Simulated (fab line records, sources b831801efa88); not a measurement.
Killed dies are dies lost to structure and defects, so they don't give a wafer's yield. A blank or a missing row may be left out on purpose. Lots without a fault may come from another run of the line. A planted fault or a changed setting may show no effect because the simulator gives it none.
fab line records | flow sky130
record lots=14 wafers=42 last_day=50
route steps=708 shown METAL1@446 PAD_OPEN@708
lots that met no fault: from a run of the same line without faults
start_h: hours from the record's first day to the start of the lot's first wafer shown | wait_h: hours since the lot's step before | " the same as in the row above | L1.1+2: a row that stands for several wafers | - no value, or no start given | * or withheld: withheld | < > ~ a bound
route shown NAME@n: a module of which the file shows steps, and the number in the route of the first | usual: mean/standard deviation of fault-free wafers | same: alike in all rows | chamber/n: place in a boat | sites: the reading at each site | _std_site: their standard deviation | _edge_site: outer sites' mean less inner sites' | radius_mm: how far each site lies from the wafer's centre | mask NAME#n: copy n | behind: the tool/chamber that last shaped the wafer | hold: why the lot was held/for how many hours/how that ended | device: the transistor (n, p or np) that didn't switch | end of line: the same wafers' tests at the end of the route | a step without rows: its recipe alone | killed: dies lost to structure and defects at the first sort, not the wafer's yield | map: a wafer's dies, x killed, . not, _ none there
set.NAME: the setting as run; set.NAME@STEP: as run at that earlier step | model.NAME: the simulator's own value behind a step, which no gauge read
steps of the route over a sample of lots; a table a step, a row a wafer
services: from which hour (start_h, from the record's first day; less than 0 if before it) a tool's chamber was out of use, for how many hours, and why
## steps
# step SKY_METAL1_EXPOSE_12
# recipe mask_id=MM1 na=0.8 source_shape=annular sigma_inner=0.55 sigma_outer=0.85 target_cd_nm=140 dose_mj=28
# same sigma_inner=0.55 sigma_outer=0.85
# columns lot.wafer tool chamber start_h wait_h mask
L934.3+4+6 krf_scanner-01 0 768.66 - MM1#0
L935.3+4+6 krf_scanner-01 0 772.02 - MM1#0
L937.1+2+3 krf_scanner-02 0 775.91 - MM1#0
L939.1+3+4 krf_scanner-01 0 782.25 - MM1#0
L940.2+4+5 krf_scanner-01 0 813.05 - MM1#0
L942.1+4+5 krf_scanner-02 0 819.37 - MM1#0
L941.1+2+3 krf_scanner-02 0 819.84 - MM1#0
L943.3+5+6 krf_scanner-01 0 829.80 - MM1#0
L945.1+4+6 krf_scanner-01 0 839.50 - MM1#0
L944.1+4+6 krf_scanner-01 0 840.99 - MM1#0
L946.1+4+5 krf_scanner-01 0 848.11 - MM1#0
L955.2+4+5 krf_scanner-02 0 909.13 - MM1#0
L957.1+4+5 krf_scanner-01 0 914.36 - MM1#0
L956.1+2+4 krf_scanner-01 0 916.36 - MM1#0
# step SKY_METAL1_CD_MEAS_15
# recipe target_cd_nm=140
# usual cd_nm=139.2/1.7
# columns lot.wafer tool chamber start_h wait_h cd_nm
L934.3 cd_sem-02 - 781.13 - 137.7
L934.4 " - " " 137.2
L934.6 " - " " 139.0
L935.3 cd_sem-01 - 785.14 - 142.3
L935.4 " - " " 142.1
L935.6 " - " " 142.0
L937.1 cd_sem-02 - 789.11 - 140.3
L937.2 " - " " 138.6
L937.3 " - " " 139.9
L939.1 cd_sem-01 - 795.75 - 141.1
L939.3 " - " " 139.8
L939.4 " - " " 139.6
L940.2 cd_sem-02 - 826.37 - 141.2
L940.4 " - " " 141.7
L940.5 " - " " 139.1
L942.1 cd_sem-01 - 831.84 - 135.9
L942.4 " - " " 136.7
L942.5 " - " " 135.6
L941.1 cd_sem-02 - 832.21 - 139.9
L941.2 " - " " 140.9
L941.3 " - " " 139.9
L943.3 cd_sem-01 - 842.35 - 140.9
L943.5 " - " " 142.7
L943.6 " - " " 140.8
L945.1 cd_sem-02 - 852.75 - 138.7
L945.4 " - " " 140.1
L945.6 " - " " 138.4
L944.1 cd_sem-02 - 853.91 - 138.2
L944.4 " - " " -
L944.6 " - " " 137.7
L946.1 cd_sem-02 - 860.49 - 137.6
L946.4 " - " " -
L946.5 " - " " 138.8
L955.2 cd_sem-02 - 920.52 - 139.8
L955.4 " - " " 139.1
L955.5 " - " " 140.3
L957.1 cd_sem-02 - 926.09 - 139.2
L957.4 " - " " 138.5
L957.5 " - " " 138.1
L956.1 cd_sem-01 - 928.06 - 137.9
L956.2 " - " " 139.0
L956.4 " - " " 136.9
# step SKY_METAL1_OVL_MEAS_16
# usual METAL1_OVL=4/4.2
# columns lot.wafer tool chamber start_h wait_h METAL1_OVL[nm]
L934.3 overlay-01 - 781.22 0.1 8
L934.4 " - " " -3
L934.6 " - " " 6
L935.3 overlay-02 - 785.23 0.1 1
L935.4 " - " " 9
L935.6 " - " " 3
L937.1 overlay-01 - 789.23 0.1 6
L937.2 " - " " -3
L937.3 " - " " 1
L939.1 overlay-01 - 795.87 0.1 13
L939.3 " - " " 13
L939.4 " - " " 9
L940.2 overlay-01 - 826.47 0.1 1
L940.4 " - " " -1
L940.5 " - " " 7
L942.1 overlay-01 - 831.96 0.1 -5
L942.4 " - " " -5
L942.5 " - " " -1
L941.1 overlay-02 - 832.33 0.1 -4
L941.2 " - " " 10
L941.3 " - " " 8
L943.3 overlay-02 - 842.44 0.1 -1
L943.5 " - " " 5
L943.6 " - " " 7
L945.1 overlay-01 - 852.87 0.1 8
L945.4 " - " " 7
L945.6 " - " " 5
L944.1 overlay-01 - 854.03 0.1 3
L944.4 " - " " -
L944.6 " - " " 5
L946.1 overlay-02 - 860.61 0.1 10
L946.4 " - " " -
L946.5 " - " " 6
L955.2 overlay-02 - 920.62 0.1 0
L955.4 " - " " -6
L955.5 " - " " 3
L957.1 overlay-02 - 926.21 0.1 5
L957.4 " - " " 4
L957.5 " - " " 4
L956.1 overlay-02 - 928.18 0.1 4
L956.2 " - " " 6
L956.4 " - " " 8
# step SKY_PAD_OPEN_PROBE_99
# usual defect_limited_yield=82.3/2 killed_at_M0_to_M3=43/7.3 killed_at_M4_up=3.1/1.7 killed_at_contacts=25/5.3 killed_at_front_end=15/4.3 killed_at_other=0.2/0.54 killed_dies=87/10 killed_on_rim=17/3.9 killed_open=48/7.6 killed_short=38/6.1 sort_bin_3_pad_short=0.9/0.42 sort_bin_5_function=10.5/1.5 sort_bin_6_memory=6.3/1.2 sort_n_pass=405/10 sort_yield_pct=82.3/2
# same gross_dies=492 killed_at_back_side=0 sort_bin_4_leakage[%]=0 sort_bin_8_speed[%]=0
# columns lot.wafer tool chamber start_h wait_h defect_limited_yield[%] killed_at_M0_to_M3 killed_at_M4_up killed_at_contacts killed_at_front_end killed_at_other killed_dies killed_on_rim killed_open killed_short sort_bin_3_pad_short[%] sort_bin_5_function[%] sort_bin_6_memory[%] sort_n_pass sort_yield_pct[%]
L940.2 prober-02 - 1122.58 0.1 85.4 35 4 23 10 0 72 9 45 27 0.6 7.7 6.3 420 85.4
L940.4 prober-02 - 1122.68 0.2 79.3 59 0 25 18 0 102 24 56 46 1.2 11.4 8.1 390 79.3
L940.5 prober-02 - 1122.73 0.2 82.9 45 6 19 14 0 84 14 43 40 0.8 11.0 5.3 408 82.9
L941.1 prober-02 - 1127.41 0.1 78.3 45 2 40 20 0 107 21 62 45 0.8 13.4 7.5 385 78.3
L941.2 prober-02 - 1127.46 0.1 82.5 42 5 26 12 1 86 14 46 40 0 12.0 5.5 406 82.5
L941.3 prober-02 - 1127.51 0.2 82.7 44 3 29 8 1 85 18 43 42 1.0 10.2 6.1 407 82.7
L945.1 prober-02 - 1143.64 0.1 81.3 48 5 24 15 0 92 22 45 47 0.4 10.4 7.9 400 81.3
L945.4 prober-02 - 1143.79 0.2 82.7 42 5 21 17 0 85 20 47 38 0.8 10.2 6.3 407 82.7
L945.6 prober-02 - 1143.89 0.2 85.4 38 4 14 16 0 72 12 34 38 0.8 7.5 6.3 420 85.4
L944.1 prober-01 - 1145.53 0.1 85.4 38 1 24 9 0 72 11 47 25 1.2 9.1 4.3 420 85.4
L944.4 prober-01 - 1145.68 0.2 0 448 2 22 18 2 492 96 46 30 0.6 94.5 4.9 0 0
L944.6 prober-01 - 1145.78 0.2 82.1 53 2 18 15 0 88 9 46 42 1.0 10.4 6.5 404 82.1
L946.1 prober-02 - 1150.07 0.1 81.7 38 3 23 26 0 90 22 58 32 0.8 9.6 7.9 402 81.7
L946.4 prober-02 - 1150.22 0.2 0 454 2 26 10 0 492 96 57 34 1.2 91.9 6.9 0 0
L946.5 prober-02 - 1150.27 0.2 81.5 42 4 26 18 1 91 16 47 41 1.0 11.4 6.1 401 81.5
# killed by level:class
L940.2 LI_CONTACT:geometric_particle:open=9 CONTACT:geometric_particle:open=9 VIA1:geometric_particle:open=7 METAL1:geometric_particle:open=4 VIA2:geometric_particle:open=4 METAL3:geometric_particle:short=4 VIA3:geometric_particle:open=4 FIELD_ISO:geometric_particle:short=3
L940.4 VIA1:geometric_particle:open=16 CONTACT:geometric_particle:open=9 VIA1:geometric_particle:short=9 VIA3:geometric_particle:open=8 METAL1:geometric_particle:short=7 LI_CONTACT:geometric_particle:open=6 FIELD_ISO:geometric_particle:short=4 POLY_GATE:geometric_particle:open=4
L940.5 VIA1:geometric_particle:short=10 METAL2:geometric_particle:short=9 CONTACT:geometric_particle:open=8 VIA1:geometric_particle:open=7 LI_CONTACT:geometric_particle:open=5 VIA3:geometric_particle:open=5 FIELD_ISO:geometric_particle:open=4 FIELD_ISO:geometric_particle:short=4
L941.1 CONTACT:geometric_particle:open=16 VIA1:geometric_particle:open=10 POLY_GATE:geometric_particle:short=8 LI_CONTACT:geometric_particle:open=8 VIA3:geometric_particle:open=8 METAL2:geometric_particle:short=7 LI_CONTACT:geometric_particle:short=6 VIA2:geometric_particle:open=6
L941.2 CONTACT:geometric_particle:short=9 METAL1:geometric_particle:short=9 VIA1:geometric_particle:open=8 LI_CONTACT:geometric_particle:open=7 VIA3:geometric_particle:open=5 VIA2:geometric_particle:open=5 CONTACT:geometric_particle:open=4 METAL2:geometric_particle:open=4
L941.3 LOCAL_INTERCONNECT:geometric_particle:short=10 VIA1:geometric_particle:open=10 CONTACT:geometric_particle:open=8 METAL2:geometric_particle:short=8 LI_CONTACT:geometric_particle:open=7 VIA3:geometric_particle:open=6 METAL3:geometric_particle:short=5 VIA1:geometric_particle:short=5
L945.1 CONTACT:geometric_particle:open=11 VIA1:geometric_particle:open=8 METAL1:geometric_particle:short=7 METAL2:geometric_particle:short=6 LI_CONTACT:geometric_particle:open=6 METAL3:geometric_particle:short=6 VIA3:geometric_particle:open=5 METAL4:geometric_particle:short=5
L945.4 VIA2:geometric_particle:open=11 VIA3:geometric_particle:open=9 CONTACT:geometric_particle:open=8 METAL1:geometric_particle:short=7 POLY_GATE:geometric_particle:short=6 LI_CONTACT:geometric_particle:open=5 POLY_GATE:geometric_particle:open=4 LOCAL_INTERCONNECT:geometric_particle:short=4
L945.6 VIA2:geometric_particle:open=9 LI_CONTACT:geometric_particle:open=7 POLY_GATE:geometric_particle:short=5 VIA1:geometric_particle:short=5 METAL1:geometric_particle:short=5 FIELD_ISO:geometric_particle:short=4 VIA3:geometric_particle:open=4 METAL2:geometric_particle:short=4
L944.1 VIA1:geometric_particle:open=11 CONTACT:geometric_particle:open=10 METAL2:geometric_particle:short=8 LI_CONTACT:geometric_particle:open=6 VIA2:geometric_particle:open=6 VIA3:geometric_particle:open=6 CONTACT:geometric_particle:short=4 FIELD_ISO:geometric_particle:open=3
L944.4 METAL1:area_expose=416 CONTACT:geometric_particle:open=9 VIA1:geometric_particle:open=7 VIA3:geometric_particle:open=6 POLY_GATE:geometric_particle:short=5 LI_CONTACT:geometric_particle:open=5 FIELD_ISO:geometric_particle:open=4 METAL1:geometric_particle:short=4
L944.6 VIA3:geometric_particle:open=13 FIELD_ISO:geometric_particle:open=7 METAL1:geometric_particle:short=7 VIA1:geometric_particle:open=7 METAL2:geometric_particle:short=6 POLY_GATE:geometric_particle:short=5 LI_CONTACT:geometric_particle:open=5 CONTACT:geometric_particle:open=5
L946.1 VIA1:geometric_particle:open=13 LI_CONTACT:geometric_particle:open=10 POLY_GATE:geometric_particle:open=7 FIELD_ISO:geometric_particle:open=6 VIA1:geometric_particle:short=5 CONTACT:geometric_particle:open=5 VIA3:geometric_particle:open=5 FIELD_ISO:geometric_particle:short=4
L946.4 METAL1:area_expose=401 CONTACT:geometric_particle:open=13 VIA1:geometric_particle:open=13 METAL1:geometric_particle:short=9 VIA3:geometric_particle:open=8 VIA2:geometric_particle:open=6 LI_CONTACT:geometric_particle:open=5 POLY_GATE:geometric_particle:open=4
L946.5 CONTACT:geometric_particle:open=12 METAL1:geometric_particle:short=11 VIA1:geometric_particle:open=10 VIA2:geometric_particle:open=9 CONTACT:geometric_particle:short=6 POLY_GATE:geometric_particle:short=5 FIELD_ISO:geometric_particle:short=3 POLY_GATE:geometric_particle:open=3
## services
# columns tool chamber start_h hours kind
krf_scanner-02 - 807.08 4.4 pm
krf_scanner-02 - 825.51 1.3 pm
krf_scanner-02 - 828.55 4.0 pm
krf_scanner-01 - 834.85 1.3 pm
krf_scanner-02 - 842.01 1.4 repair
krf_scanner-01 0 845.22 - calibration
krf_scanner-02 - 855.27 0.8 pm
krf_scanner-01 - 868.41 0.8 pm
krf_scanner-02 0 886.98 - calibration
krf_scanner-02 - 893.52 1.0 pm
krf_scanner-01 - 908.79 1.0 pm
## key
first_sign step=SKY_METAL1_CD_MEAS_15 reading=cd_nm direction=missing
effect step=SKY_METAL1_OVL_MEAS_16 reading=METAL1_OVL direction=missing
effect step=SKY_PAD_OPEN_PROBE_99 reading=killed_at_M0_to_M3 direction=up sigmas=56 usual=43 struck=451
more_kills_born_at SKY_METAL1_EXPOSE_12@krf_scanner-01=817
met_at SKY_METAL1_EXPOSE_12
struck_lots L944,L946
struck_wafers L944.4,L946.4
later_rows_left_out L944.4,L946.4
onset_between 839.50 840.99
fault kind=process_parameter_drift tool=krf_scanner-01 chamber=- onset_h=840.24 steps=SKY_METAL1_EXPOSE_12 channel=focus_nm offset=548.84 shape=step end_h=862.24 scope=struck_wafers_only
# later_rows_left_out: the simulator's readings of these wafers behind a module that went badly wrong aren't trusted and aren't shown, but for the sort
